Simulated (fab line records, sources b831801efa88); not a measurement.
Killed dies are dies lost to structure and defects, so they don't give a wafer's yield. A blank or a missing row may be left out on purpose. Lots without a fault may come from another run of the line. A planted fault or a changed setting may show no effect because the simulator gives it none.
Problem report in the 8D (eight disciplines) form, filled by code | flow gf180mcu | the parts of the form that need people (team, actions taken, sign-off) are left out

1. THE PROBLEM
developer_temp_C at GF_VT_IMPLANT_DEVELOP_39 reads a mean of 22.03 C on 6 wafers of 2 lots; wafers without a fault read 23.01 C with a standard deviation of 0.1. That is -9.8 standard deviations from the usual mean.
The step: develop time 60 s.
First seen on wafer L717.1, day 11 21:50, on litho_track-03. The record holds 42 wafers of 14 lots with a number at this step. Rule for "out", or "out of limits": more than 4 standard deviations from the usual mean. The other wafers with a number count as sound.

2. WHAT IT IS AND WHAT IT IS NOT
question                    | is                     | is not
which readings at this step | developer_temp_C       | -
which lots                  | L717, L718             | L701, L702, L704, L705, L706, L707, L708, L709, L711, L712, L713, L714
which wafers of those lots  | all that have a number | -
read on which tools         | litho_track-03         | litho_track-01, litho_track-02
when                        | from day 11 21:50      | up to then (36 sound wafers)

3. SUSPECTS, AND WHAT RULES EACH OUT
Counting: a tool at a process step up to the reading stays a suspect if it ran every lot that is out and no sound lot after the first of them.
- litho_track-03 at GF_VT_IMPLANT_DEVELOP_39 (develop time 60 s): kept. It ran every lot that is out, first L717 (day 11 21:50), and no sound lot after that; its last sound lot up to then is L714 (day 11 04:55). Its own readings are out on those wafers: developer_temp_C.
Left after counting: litho_track-03 at GF_VT_IMPLANT_DEVELOP_39.

4. THE CAUSE (what the simulator had put in)
Process parameter drift: litho_track-03, from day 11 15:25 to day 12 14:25, at GF_VT_IMPLANT_DEVELOP_39. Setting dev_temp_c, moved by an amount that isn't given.
Counting left only this tool.

5. THE CHAIN OF EFFECTS, in route order
Each row: a reading whose mean over the struck wafers that have a number lies more than 3 standard deviations from the usual. Only readings for which the record gives a usual standard deviation are gone through. hours: the time from each lot's start at the first step in this table that gives one to its start at this step, as a median over the lots. sigmas: the change in usual standard deviations.
hours | step                     | reading          | usual   | on struck wafers | change | sigmas
0     | GF_VT_IMPLANT_DEVELOP_39 | developer_temp_C | 23.01 C | 22.03            | -0.98  | -9.8
The process steps in it:
- GF_VT_IMPLANT_DEVELOP_39: develop time 60 s.
Later measuring or inspecting steps at which every struck wafer that the step has a row for has a number for every such reading, and none has moved that far: GF_HV_LDD_OVL_MEAS_47, GF_HV_LDD_THK_MEAS_57, GF_SAB_OVL_MEAS_10.

6. WHAT WOULD HAVE CAUGHT IT SOONER
In this record the first reading out of limits was taken at day 11 21:50, 6 hours after the fault began at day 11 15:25.
